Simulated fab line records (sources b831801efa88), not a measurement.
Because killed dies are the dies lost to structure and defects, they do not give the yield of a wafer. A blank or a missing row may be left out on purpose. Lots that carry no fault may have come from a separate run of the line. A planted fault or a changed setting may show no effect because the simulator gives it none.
fab line records -- flow gf180mcu
record: lots: 13, wafers: 39, last-day: 33
route steps=602 shown LVPWELL@61 VT_IMPLANT@116 POLY_GATE@167 CONTACT@301
lots that met no fault: from a run of the same line without faults
start-h: the number of hours between the record's first day and the start of the first shown wafer of the lot -- wait-h: time in hours since the lot's previous step -- " same as the row above -- L1.1+2: a single row standing in for several wafers -- - no value, or no start was given -- * or withheld: withheld -- < > ~ a bound
route shown NAME@n: a module of which the file shows steps, and the number in the route of the first -- usual: average and standard deviation across the fault-free wafers -- same: alike in all rows -- chamber/n: place in a boat -- sites: per-site readings -- _std_site: their standard deviation -- _edge_site: mean of outer sites minus mean of inner sites -- radius-mm: how far each site lies from the wafer's centre -- mask NAME#n: copy n -- behind: the most recent tool/chamber to have shaped the wafer -- hold: why the lot was held/for how many hours/how that ended -- device: the n, p or np transistor that did not switch -- end of line: the same wafers' tests at the end of the route -- where a step has no rows: the recipe by itself -- killed: the dies lost at the first sort to structure and to defects; this is not the yield of the wafer -- map: per-die view of a wafer (x killed, . not killed, _ where there is no die)
set.NAME: the setting as run; set.NAME@STEP: as run at that earlier step -- model.NAME: the simulator's own value behind a step, which no gauge read
a sample of lots followed through the steps of the route, with each step as a table and each wafer as a row
services: a tool's chamber out of use, with start hour (start-h, from the record's first day; less than 0 if before it), hours out, and reason
== steps ==
step: GF_LVPWELL_OVL_MEAS_07
usual: LVPWELL_OVL: -0.5/1.4
lot.wafer,tool,chamber,start-h,wait-h,LVPWELL_OVL[nm]
L274.2,overlay-01,-,69.55,-,1.2
L274.4,overlay-01,-,69.55,-,0.7
L274.6,overlay-01,-,69.55,-,-0.5
L275.1,overlay-02,-,76.25,-,1.3
L275.2,overlay-02,-,76.25,-,1.7
L275.3,overlay-02,-,76.25,-,0.7
L276.1,overlay-01,-,79.54,-,0.5
L276.3,overlay-01,-,79.54,-,0.7
L276.6,overlay-01,-,79.54,-,-2.0
L277.1,overlay-02,-,84.49,-,-2.2
L277.3,overlay-02,-,84.49,-,-2.6
L277.4,overlay-02,-,84.49,-,-3.0
L278.1,overlay-02,-,90.04,-,-0.8
L278.5,overlay-02,-,90.04,-,-2.5
L278.6,overlay-02,-,90.04,-,-0.2
L279.4,overlay-01,-,95.96,-,-1.8
L279.5,overlay-01,-,95.96,-,-2.8
L279.6,overlay-01,-,95.96,-,-2.1
L280.2,overlay-01,-,101.75,-,0.4
L280.4,overlay-01,-,101.75,-,0.4
L280.5,overlay-01,-,101.75,-,0.1
L281.1,overlay-01,-,107.79,-,0.6
L281.4,overlay-01,-,107.79,-,-0.2
L281.6,overlay-01,-,107.79,-,-2.1
L282.2,overlay-02,-,119.30,-,0.1
L282.3,overlay-02,-,119.30,-,-1.5
L282.6,overlay-02,-,119.30,-,-1.7
L285.4,overlay-01,-,135.46,-,-1.3
L285.5,overlay-01,-,135.46,-,-1.2
L285.6,overlay-01,-,135.46,-,-0.8
L286.4,overlay-02,-,139.81,-,1.0
L286.5,overlay-02,-,139.81,-,0.8
L286.6,overlay-02,-,139.81,-,-0.1
L287.2,overlay-02,-,144.25,-,2.1
L287.5,overlay-02,-,144.25,-,0.5
L287.6,overlay-02,-,144.25,-,1.0
L291.3,overlay-01,-,165.51,-,-1.0
L291.4,overlay-01,-,165.51,-,-0.9
L291.5,overlay-01,-,165.51,-,0.4
step: GF_VT_IMPLANT_EXPOSE_26
recipe: mask-id: LVPWELL_HV_AREA, target-cd-nm: 860, na: 0.6, source-shape: conventional, sigma-outer: 0.6, dose-mj: 140
lot.wafer,tool,chamber,start-h,wait-h,mask
L274.2+4+6,iline-stepper-01,0,135.40,-,LVPWELL_HV_AREA#0
L275.1+2+3,iline-stepper-02,0,141.95,-,LVPWELL_HV_AREA#0
L276.1+3+6,iline-stepper-02,0,145.63,-,LVPWELL_HV_AREA#0
L277.1+3+4,iline-stepper-02,0,152.94,-,LVPWELL_HV_AREA#0
L278.1+5+6,iline-stepper-01,0,158.22,-,LVPWELL_HV_AREA#0
L279.4+5+6,iline-stepper-01,0,165.74,-,LVPWELL_HV_AREA#0
L280.2+4+5,iline-stepper-02,0,171.59,-,LVPWELL_HV_AREA#0
L281.1+4+6,iline-stepper-02,0,178.93,-,LVPWELL_HV_AREA#0
L282.2+3+6,iline-stepper-01,0,192.37,-,LVPWELL_HV_AREA#0
L285.4+5+6,iline-stepper-02,0,210.16,-,LVPWELL_HV_AREA#0
L286.4+5+6,iline-stepper-01,0,214.56,-,LVPWELL_HV_AREA#0
L287.2+5+6,iline-stepper-02,0,220.14,-,LVPWELL_HV_AREA#0
L291.3+4+5,iline-stepper-01,0,242.81,-,LVPWELL_HV_AREA#0
step: GF_VT_IMPLANT_OVL_MEAS_29
usual: VT_IMPLANT_02_OVL: -0.8/1.6
lot.wafer,tool,chamber,start-h,wait-h,VT_IMPLANT_02_OVL[nm]
L274.2,overlay-01,-,143.00,0.1,1.5
L274.4,overlay-01,-,143.00,0.1,3.2
L274.6,overlay-01,-,143.00,0.1,0.2
L275.1,overlay-01,-,149.49,0.1,-1.2
L275.2,overlay-01,-,149.49,0.1,-1.9
L275.3,overlay-01,-,149.49,0.1,-1.4
L276.1,overlay-01,-,153.04,0.1,0.2
L276.3,overlay-01,-,153.04,0.1,-2.5
L276.6,overlay-01,-,153.04,0.1,-2.8
L277.1,overlay-02,-,160.44,0.1,0.7
L277.3,overlay-02,-,160.44,0.1,0.7
L277.4,overlay-02,-,160.44,0.1,-0.5
L278.1,overlay-01,-,166.14,0.1,1.4
L278.5,overlay-01,-,166.14,0.1,-0.4
L278.6,overlay-01,-,166.14,0.1,0.4
L279.4,overlay-01,-,173.10,0.1,-1.4
L279.5,overlay-01,-,173.10,0.1,0.7
L279.6,overlay-01,-,173.10,0.1,-0.6
L280.2,overlay-02,-,179.65,0.1,-1.5
L280.4,overlay-02,-,179.65,0.1,-0.6
L280.5,overlay-02,-,179.65,0.1,-2.1
L281.1,overlay-02,-,187.17,0.1,215.3
L281.4,overlay-02,-,187.17,0.1,213.1
L281.6,overlay-02,-,187.17,0.1,215.2
L282.2,overlay-01,-,200.65,0.1,-0.1
L282.3,overlay-01,-,200.65,0.1,0.9
L282.6,overlay-01,-,200.65,0.1,0.1
L285.4,overlay-01,-,219.36,0.1,214.9
L285.5,overlay-01,-,219.36,0.1,216.2
L285.6,overlay-01,-,219.36,0.1,215.6
L286.4,overlay-02,-,223.05,0.1,-0.6
L286.5,overlay-02,-,223.05,0.1,-0.3
L286.6,overlay-02,-,223.05,0.1,1.9
L287.2,overlay-01,-,227.95,0.1,215.2
L287.5,overlay-01,-,227.95,0.1,215.2
L287.6,overlay-01,-,227.95,0.1,214.7
L291.3,overlay-02,-,251.45,0.1,-0.6
L291.4,overlay-02,-,251.45,0.1,1.3
L291.5,overlay-02,-,251.45,0.1,-0.3
step: GF_POLY_GATE_CD_MEAS_10
recipe: target-cd-nm: 280
usual: cd-nm: 280.1/1.1
lot.wafer,tool,chamber,start-h,wait-h,cd-nm
L274.2,cd-sem-02,-,196.36,0.1,279.1
L274.4,cd-sem-02,-,196.36,0.1,278.6
L274.6,cd-sem-02,-,196.36,0.1,278.3
L275.1,cd-sem-01,-,206.69,0.1,279.6
L275.2,cd-sem-01,-,206.69,0.1,279.4
L275.3,cd-sem-01,-,206.69,0.1,280.8
L276.1,cd-sem-02,-,211.54,0.1,280.2
L276.3,cd-sem-02,-,211.54,0.1,280.3
L276.6,cd-sem-02,-,211.54,0.1,280.6
L277.1,cd-sem-01,-,216.59,0.1,279.8
L277.3,cd-sem-01,-,216.59,0.1,279.4
L277.4,cd-sem-01,-,216.59,0.1,279.2
L278.1,cd-sem-02,-,222.03,0.1,281.0
L278.5,cd-sem-02,-,222.03,0.1,280.7
L278.6,cd-sem-02,-,222.03,0.1,280.8
L279.4,cd-sem-02,-,233.15,0.1,280.0
L279.5,cd-sem-02,-,233.15,0.1,279.3
L279.6,cd-sem-02,-,233.15,0.1,279.4
L280.2,cd-sem-01,-,241.41,0.1,280.6
L280.4,cd-sem-01,-,241.41,0.1,280.3
L280.5,cd-sem-01,-,241.41,0.1,278.8
L281.1,cd-sem-01,-,251.04,0.1,279.8
L281.4,cd-sem-01,-,251.04,0.1,280.8
L281.6,cd-sem-01,-,251.04,0.1,279.3
L282.2,cd-sem-02,-,268.16,0.1,282.1
L282.3,cd-sem-02,-,268.16,0.1,282.1
L282.6,cd-sem-02,-,268.16,0.1,282.0
L286.4,cd-sem-02,-,283.85,0.1,280.4
L286.5,cd-sem-02,-,283.85,0.1,280.5
L286.6,cd-sem-02,-,283.85,0.1,281.7
L285.4,cd-sem-02,-,284.29,0.1,280.1
L285.5,cd-sem-02,-,284.29,0.1,280.8
L285.6,cd-sem-02,-,284.29,0.1,280.6
L287.2,cd-sem-02,-,292.11,0.1,280.2
L287.5,cd-sem-02,-,292.11,0.1,279.4
L287.6,cd-sem-02,-,292.11,0.1,280.4
L291.3,cd-sem-01,-,321.17,0.1,281.2
L291.4,cd-sem-01,-,321.17,0.1,282.1
L291.5,cd-sem-01,-,321.17,0.1,281.6
step: GF_CONTACT_CD_MEAS_14
recipe: target-cd-nm: 220
usual: cd-nm: 219.9/1.6
lot.wafer,tool,chamber,start-h,wait-h,cd-nm
L274.2,cd-sem-01,-,358.61,0.1,220.7
L274.4,cd-sem-01,-,358.61,0.1,222.2
L274.6,cd-sem-01,-,358.61,0.1,221.9
L275.1,cd-sem-02,-,369.33,0.1,217.2
L275.2,cd-sem-02,-,369.33,0.1,217.6
L275.3,cd-sem-02,-,369.33,0.1,216.2
L276.1,cd-sem-01,-,376.24,0.1,219.9
L276.3,cd-sem-01,-,376.24,0.1,219.2
L276.6,cd-sem-01,-,376.24,0.1,219.7
L277.1,cd-sem-01,-,382.83,0.1,217.7
L277.3,cd-sem-01,-,382.83,0.1,218.1
L277.4,cd-sem-01,-,382.83,0.1,219.6
L278.1,cd-sem-02,-,397.98,0.1,221.7
L278.5,cd-sem-02,-,397.98,0.1,220.8
L278.6,cd-sem-02,-,397.98,0.1,223.0
L279.4,cd-sem-01,-,411.00,0.1,219.0
L279.5,cd-sem-01,-,411.00,0.1,219.9
L279.6,cd-sem-01,-,411.00,0.1,219.6
L280.2,cd-sem-02,-,417.51,0.1,223.6
L280.4,cd-sem-02,-,417.51,0.1,222.5
L280.5,cd-sem-02,-,417.51,0.1,222.1
L281.1,cd-sem-01,-,427.24,0.1,221.4
L281.4,cd-sem-01,-,427.24,0.1,220.9
L281.6,cd-sem-01,-,427.24,0.1,219.9
L282.2,cd-sem-01,-,448.34,0.1,221.5
L282.3,cd-sem-01,-,448.34,0.1,220.1
L282.6,cd-sem-01,-,448.34,0.1,220.5
L286.4,cd-sem-02,-,472.05,0.1,219.2
L286.5,cd-sem-02,-,472.05,0.1,219.9
L286.6,cd-sem-02,-,472.05,0.1,218.9
L285.4,cd-sem-01,-,472.83,0.1,221.2
L285.5,cd-sem-01,-,472.83,0.1,220.7
L285.6,cd-sem-01,-,472.83,0.1,221.0
L287.2,cd-sem-02,-,487.81,0.1,220.2
L287.5,cd-sem-02,-,487.81,0.1,218.4
L287.6,cd-sem-02,-,487.81,0.1,220.1
L291.3,cd-sem-01,-,517.73,0.1,221.2
L291.4,cd-sem-01,-,517.73,0.1,222.0
L291.5,cd-sem-01,-,517.73,0.1,221.8
== services ==
tool,chamber,start-h,hours,kind
iline-stepper-02,0,132.62,-,calibration
iline-stepper-01,-,170.70,13.7,repair
iline-stepper-01,-,235.95,1.7,pm
== key ==
first-sign: step: GF_VT_IMPLANT_OVL_MEAS_29, reading: VT_IMPLANT_02_OVL, direction: up, sigmas: 99+, usual: -0.8, struck: 215.0
effect none on later readings
met-at GF_VT_IMPLANT_EXPOSE_26
struck-lots L281,L285,L287
tester-left-out L281,L285,L287
not-acting-at GF_LVPWELL_OVL_MEAS_07,GF_POLY_GATE_CD_MEAS_10,GF_CONTACT_CD_MEAS_14
onset-between 171.59 178.93
fault: kind: scanner-matching-overlay, tool: iline-stepper-02, chamber: -, onset-h: 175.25, steps: GF_VT_IMPLANT_EXPOSE_26, offset: 216.71
tester-left-out: of these lots the tester's yield and bins aren't shown, on N5 and GAA mostly nor the transistor test; their killed dies are dies lost to structure and defects alone, not to doping, threshold or leakage, so they don't give the yield
